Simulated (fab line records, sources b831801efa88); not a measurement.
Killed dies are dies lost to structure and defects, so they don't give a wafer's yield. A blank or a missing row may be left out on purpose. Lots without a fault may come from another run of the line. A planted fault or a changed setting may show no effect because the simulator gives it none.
Which tool did it? | flow gf180mcu | 24 lots, 72 wafers sampled, at 6 steps of a route of 602

WHAT THE GAUGES READ, wafer by wafer
GF_MIM_RS_MEAS_10: measures by four-point-probe. Usual: MIM_ALCU_RS 0.1604 ohm/sq, standard deviation 0.0018.
lot  | measured     | on            | MIM_ALCU_RS (ohm/sq) | flag
L074 | day 24 11:55 | film_metro-01 | 0.1602 0.1612 0.1616 |
L075 | day 25 01:44 | film_metro-02 | 0.1592 0.1620 0.1606 |
L076 | day 25 17:53 | film_metro-02 | 0.1618 0.1605 0.1590 |
L077 | day 25 18:22 | film_metro-03 | 0.1616 0.1635 0.1616 |
L078 | day 26 10:35 | film_metro-03 | 0.1645 0.1620 0.1632 |
L079 | day 26 12:00 | film_metro-01 | 0.1607 0.1612 0.1605 |
L080 | day 26 19:06 | film_metro-03 | 0.1585 0.1595 0.1618 |
L081 | day 27 07:38 | film_metro-02 | 0.1593 0.1580 0.1611 |
L082 | day 27 11:19 | film_metro-02 | 0.1617 0.1624 0.1598 |
L083 | day 27 13:11 | film_metro-02 | 0.1597 0.1592 0.1613 |
L084 | day 27 18:23 | film_metro-03 | 0.1623 0.1623 0.1626 |
L085 | day 28 04:35 | film_metro-02 | 0.1588 0.1606 0.1594 |
L086 | day 28 10:29 | film_metro-03 | 0.1622 0.1654 0.1618 |
L087 | day 28 15:46 | film_metro-01 | 0.1609 0.1601 0.1608 |
L088 | day 29 03:09 | film_metro-02 | 0.1564 0.1563 0.1569 |
L089 | day 29 06:27 | film_metro-02 | 0.1577 0.1603 0.1613 |
L090 | day 29 14:34 | film_metro-01 | 0.1597 0.1619 0.1600 |
L091 | day 29 23:22 | film_metro-03 | 0.1589 0.1603 0.1605 |
L092 | day 30 00:19 | film_metro-03 | 0.1581 0.1608 0.1575 |
L093 | day 30 08:01 | film_metro-03 | 0.1613 0.1614 0.1610 |
L094 | day 30 07:19 | film_metro-03 | 0.1608 0.1583 0.1589 |
L095 | day 30 21:58 | film_metro-03 | 0.1601 0.1568 0.1569 |
L096 | day 31 03:13 | film_metro-03 | 0.1572 0.1585 0.1589 |
L097 | day 31 11:28 | film_metro-02 | 0.1593 0.1630 0.1626 |

GF_M5_OVL_MEAS_08. Usual: M5_OVL -1 nm, standard deviation 6.3.
lot  | measured     | on         | M5_OVL (nm) | flag
L074 | day 26 06:28 | overlay-01 | -1 -9 -5    |
L075 | day 26 20:05 | overlay-02 | 1 7 6       |
L076 | day 27 10:27 | overlay-01 | -4 -10 -10  |
L077 | day 27 11:50 | overlay-01 | 1 2 -1      |
L078 | day 28 03:06 | overlay-02 | -3 3 3      |
L079 | day 28 05:00 | overlay-01 | -7 -5 -6    |
L080 | day 28 10:51 | overlay-01 | -3 0 0      |
L081 | day 28 23:32 | overlay-02 | 6 8 1       |
L082 | day 29 03:10 | overlay-02 | 3 1 0       |
L083 | day 29 04:30 | overlay-01 | 4 -4 2      |
L084 | day 29 09:00 | overlay-02 | -9 -15 -15  |
L085 | day 29 19:49 | overlay-01 | -5 -5 -11   |
L086 | day 30 01:21 | overlay-02 | -3 -3 -7    |
L087 | day 30 06:37 | overlay-01 | -1 -7 -3    |
L088 | day 30 17:13 | overlay-02 | -9 0 -7     |
L089 | day 30 19:48 | overlay-01 | -9 -7 -13   |
L090 | day 31 04:04 | overlay-01 | 7 2 3       |
L091 | day 31 11:47 | overlay-02 | 7 8 5       |
L092 | day 31 13:02 | overlay-01 | 6 5 5       |
L093 | day 31 19:59 | overlay-01 | 10 10 8     |
L094 | day 31 19:37 | overlay-01 | -9 3 4      |
L095 | day 32 08:49 | overlay-01 | 0 0 4       |
L096 | day 32 14:10 | overlay-01 | -4 -6 4     |
L097 | day 32 21:42 | overlay-02 | -3 -3 1     |

GF_TOP_METAL_CD_MEAS_14: target cd 440 nm. Usual: cd_nm 440.3 nm, standard deviation 2.4.
lot  | measured     | on        | cd_nm (nm)        | flag
L074 | day 28 01:29 | cd_sem-02 | 441.2 441.6 441.0 |
L075 | day 28 15:15 | cd_sem-01 | 438.9 439.6 440.5 |
L076 | day 29 04:43 | cd_sem-02 | 441.2 441.0 438.4 |
L077 | day 29 06:38 | cd_sem-02 | 440.5 440.4 438.8 |
L078 | day 29 21:46 | cd_sem-01 | 439.6 437.3 439.6 |
L079 | day 29 23:03 | cd_sem-01 | 436.7 438.8 435.8 |
L080 | day 30 04:40 | cd_sem-01 | 439.0 438.9 437.9 |
L081 | day 30 15:16 | cd_sem-01 | 438.9 439.7 440.4 |
L082 | day 30 19:25 | cd_sem-01 | 440.2 442.7 440.9 |
L083 | day 30 20:41 | cd_sem-02 | 438.2 438.9 440.4 |
L084 | day 31 02:10 | cd_sem-01 | 441.4 442.1 439.8 |
L085 | day 31 10:35 | cd_sem-01 | 443.5 443.6 441.2 |
L086 | day 31 16:43 | cd_sem-01 | 446.0 446.9 445.6 |
L087 | day 31 20:12 | cd_sem-01 | 440.0 441.1 441.8 |
L088 | day 32 06:48 | cd_sem-01 | 441.0 440.6 441.7 |
L089 | day 32 08:58 | cd_sem-02 | 440.0 441.1 440.5 |
L090 | day 32 16:48 | cd_sem-02 | 439.9 443.3 439.7 |
L091 | day 32 23:20 | cd_sem-02 | 441.6 442.1 442.0 |
L092 | day 33 00:35 | cd_sem-01 | 440.7 438.1 437.2 |
L093 | day 33 09:29 | cd_sem-02 | 435.1 435.3 436.4 |
L094 | day 33 09:23 | cd_sem-01 | 436.5 437.3 438.6 |
L095 | day 33 18:59 | cd_sem-01 | 443.2 443.7 443.9 |
L096 | day 34 02:04 | cd_sem-01 | 441.9 442.7 444.4 |
L097 | day 34 07:21 | cd_sem-01 | 439.0 437.2 435.3 |

WHICH TOOL RAN EACH LOT (tool, then ch and the chambers of the sampled wafers, then the start)
lot  | GF_V3_CMP_04                  | GF_TOP_METAL_SPUTTER_03      | GF_TOP_METAL_SPUTTER_04
L074 | cmp-02 ch 2,3, day 21 09:37   | pvd_sputter-01, day 27 05:44 | pvd_sputter-01, day 27 05:46
L075 | cmp-02 ch 0,2,3, day 22 01:24 | pvd_sputter-02, day 27 19:52 | pvd_sputter-02, day 27 19:53
L076 | cmp-02 ch 0,1,2, day 22 17:47 | pvd_sputter-02, day 28 09:02 | pvd_sputter-02, day 28 09:03
L077 | cmp-02 ch 1,2,3, day 22 18:10 | pvd_sputter-02, day 28 11:00 | pvd_sputter-02, day 28 11:01
L078 | cmp-02 ch 1,2,3, day 23 12:09 | pvd_sputter-02, day 29 02:32 | pvd_sputter-02, day 29 02:34
L079 | cmp-02 ch 2,3, day 23 13:17   | pvd_sputter-03, day 29 04:10 | pvd_sputter-03, day 29 04:11
L080 | cmp-02 ch 0,2,3, day 23 22:37 | pvd_sputter-03, day 29 09:31 | pvd_sputter-03, day 29 09:32
L081 | cmp-02 ch 1,2,3, day 24 11:09 | pvd_sputter-02, day 29 21:28 | pvd_sputter-02, day 29 21:29
L082 | cmp-02 ch 0,1,2, day 24 13:26 | pvd_sputter-03, day 30 01:13 | pvd_sputter-03, day 30 01:14
L083 | cmp-02 ch 0,2,3, day 24 17:04 | pvd_sputter-02, day 30 02:10 | pvd_sputter-02, day 30 02:10
L084 | cmp-01 ch 0,2,3, day 24 23:05 | pvd_sputter-02, day 30 07:13 | pvd_sputter-02, day 30 07:14
L085 | cmp-02 ch 0,2,3, day 25 10:15 | pvd_sputter-01, day 30 16:31 | pvd_sputter-01, day 30 16:32
L086 | cmp-01 ch 0,2,3, day 25 16:44 | pvd_sputter-01, day 30 22:48 | pvd_sputter-01, day 30 22:49
L087 | cmp-02 ch 0,1,2, day 25 22:31 | pvd_sputter-01, day 31 04:11 | pvd_sputter-01, day 31 04:12
L088 | cmp-02 ch 0,1,2, day 26 10:08 | pvd_sputter-01, day 31 14:08 | pvd_sputter-01, day 31 14:09
L089 | cmp-01 ch 1,2,3, day 26 13:42 | pvd_sputter-03, day 31 16:14 | pvd_sputter-03, day 31 16:15
L090 | cmp-02 ch 0,3, day 26 21:34   | pvd_sputter-01, day 32 00:11 | pvd_sputter-01, day 32 00:12
L091 | cmp-02 ch 0,1,2, day 27 05:58 | pvd_sputter-03, day 32 08:13 | pvd_sputter-03, day 32 08:14
L092 | cmp-01 ch 0,2,3, day 27 08:09 | pvd_sputter-03, day 32 09:26 | pvd_sputter-03, day 32 09:26
L093 | cmp-02 ch 0,1,3, day 27 14:34 | pvd_sputter-01, day 32 17:44 | pvd_sputter-01, day 32 17:45
L094 | cmp-02 ch 0,1,3, day 27 16:29 | pvd_sputter-03, day 32 17:26 | pvd_sputter-03, day 32 17:27
L095 | cmp-02 ch 1,2,3, day 28 07:00 | pvd_sputter-02, day 33 03:25 | pvd_sputter-02, day 33 03:26
L096 | cmp-02 ch 1,2,3, day 28 12:50 | pvd_sputter-03, day 33 10:35 | pvd_sputter-03, day 33 10:37
L097 | cmp-02 ch 0,1,3, day 28 21:41 | pvd_sputter-03, day 33 15:50 | pvd_sputter-03, day 33 15:52
- GF_V3_CMP_04: polishes SiO2.
- GF_TOP_METAL_SPUTTER_03: material Ti, target thk 5 nm, time 3.3 s.
- GF_TOP_METAL_SPUTTER_04: material TiN, target thk 25 nm, time 21.1 s.

WHAT THE TOOLS THEMSELVES READ (means of the sampled wafers that have a number; where no wafer has one, the mark that the record gives instead)
GF_V3_CMP_04. Usual: head_pressure_psi 4.001 psi, standard deviation 0.0087; motor_current_A 12.8 A, standard deviation 0.86; platen_rpm 60.00 rpm, standard deviation 0.039; time_to_endpoint_s 81 s, standard deviation 5.
lot  | tool   | head_pressure_psi (psi) | motor_current_A (A) | platen_rpm (rpm) | time_to_endpoint_s (s) | flag
L074 | cmp-02 | 4.002                   | 13.9                | 60.00            | 82                     |
L075 | cmp-02 | 4.001                   | 13.2                | 60.00            | 81                     |
L076 | cmp-02 | 4.006                   | 12.8                | 59.99            | 86                     |
L077 | cmp-02 | 3.993                   | 13.5                | 59.97            | 82                     |
L078 | cmp-02 | 4.008                   | 13.1                | 59.96            | 80                     |
L079 | cmp-02 | 3.996                   | 13.6                | 60.00            | 78                     |
L080 | cmp-02 | 3.996                   | 12.7                | 60.01            | 76                     |
L081 | cmp-02 | 4.003                   | 13.1                | 59.95            | 83                     |
L082 | cmp-02 | 3.993                   | 13.0                | 60.00            | 80                     |
L083 | cmp-02 | 3.988                   | 12.9                | 60.04            | 79                     |
L084 | cmp-01 | 4.002                   | 11.7                | 60.00            | 82                     |
L085 | cmp-02 | 4.000                   | 12.7                | 60.05            | 87                     |
L086 | cmp-01 | 4.001                   | 11.8                | 60.01            | 71                     |
L087 | cmp-02 | 4.001                   | 13.2                | 59.96            | 80                     |
L088 | cmp-02 | 3.998                   | 12.7                | 59.99            | 86                     |
L089 | cmp-01 | 4.001                   | 11.8                | 60.00            | 72                     |
L090 | cmp-02 | 3.999                   | 12.4                | 60.00            | 76                     |
L091 | cmp-02 | 4.000                   | 13.1                | 59.99            | 83                     |
L092 | cmp-01 | 3.989                   | 11.9                | 60.01            | 82                     |
L093 | cmp-02 | 4.004                   | 12.9                | 60.03            | 76                     |
L094 | cmp-02 | 4.004                   | 12.9                | 59.97            | 78                     |
L095 | cmp-02 | 4.004                   | 13.7                | 59.99            | 84                     |
L096 | cmp-02 | 4.002                   | 13.0                | 59.97            | 82                     |
L097 | cmp-02 | 4.000                   | 12.5                | 60.05            | 78                     |

GF_TOP_METAL_SPUTTER_03. Usual: throttle_valve_pct 30.1 %, standard deviation 1.2.
lot  | tool           | throttle_valve_pct (%) | flag
L074 | pvd_sputter-01 | 30.0                   |
L075 | pvd_sputter-02 | 30.3                   |
L076 | pvd_sputter-02 | 31.0                   |
L077 | pvd_sputter-02 | 30.4                   |
L078 | pvd_sputter-02 | 30.8                   |
L079 | pvd_sputter-03 | 29.5                   |
L080 | pvd_sputter-03 | 29.6                   |
L081 | pvd_sputter-02 | 30.5                   |
L082 | pvd_sputter-03 | 30.7                   |
L083 | pvd_sputter-02 | 30.8                   |
L084 | pvd_sputter-02 | 30.0                   |
L085 | pvd_sputter-01 | 29.4                   |
L086 | pvd_sputter-01 | 28.7                   |
L087 | pvd_sputter-01 | 29.3                   |
L088 | pvd_sputter-01 | 29.6                   |
L089 | pvd_sputter-03 | 30.8                   |
L090 | pvd_sputter-01 | 29.3                   |
L091 | pvd_sputter-03 | 30.8                   |
L092 | pvd_sputter-03 | 29.5                   |
L093 | pvd_sputter-01 | 29.0                   |
L094 | pvd_sputter-03 | 30.6                   |
L095 | pvd_sputter-02 | 30.9                   |
L096 | pvd_sputter-03 | 31.6                   |
L097 | pvd_sputter-03 | 29.5                   |

GF_TOP_METAL_SPUTTER_04. Usual: throttle_valve_pct 30.1 %, standard deviation 1.2.
lot  | tool           | throttle_valve_pct (%) | flag
L074 | pvd_sputter-01 | 29.8                   |
L075 | pvd_sputter-02 | 30.7                   |
L076 | pvd_sputter-02 | 31.0                   |
L077 | pvd_sputter-02 | 30.4                   |
L078 | pvd_sputter-02 | 30.9                   |
L079 | pvd_sputter-03 | 29.6                   |
L080 | pvd_sputter-03 | 29.5                   |
L081 | pvd_sputter-02 | 30.6                   |
L082 | pvd_sputter-03 | 30.7                   |
L083 | pvd_sputter-02 | 30.8                   |
L084 | pvd_sputter-02 | 30.0                   |
L085 | pvd_sputter-01 | 29.3                   |
L086 | pvd_sputter-01 | 28.8                   |
L087 | pvd_sputter-01 | 29.4                   |
L088 | pvd_sputter-01 | 29.6                   |
L089 | pvd_sputter-03 | 30.7                   |
L090 | pvd_sputter-01 | 29.1                   |
L091 | pvd_sputter-03 | 30.7                   |
L092 | pvd_sputter-03 | 29.7                   |
L093 | pvd_sputter-01 | 29.2                   |
L094 | pvd_sputter-03 | 30.7                   |
L095 | pvd_sputter-02 | 30.9                   |
L096 | pvd_sputter-03 | 31.8                   |
L097 | pvd_sputter-03 | 29.5                   |

THE ANSWER, worked out from the rows above alone
Rule: a lot is off if the mean of its wafers that have a number lies more than 3 standard deviations from the usual mean. A lot without any number at a reading at which 4 lots or more have one is off too. The other lots that the step has rows for count as sound. The gauges are gone through in route order, then the tools' own readings, and for those a lot's mean is taken as printed above. The first step at which some lot is off is used, and at that step the reading that is off furthest; a lot without a number counts as furthest.
No lot is off at any reading shown: from this, nothing can be told.

WHAT THE SIMULATOR HAD PUT IN
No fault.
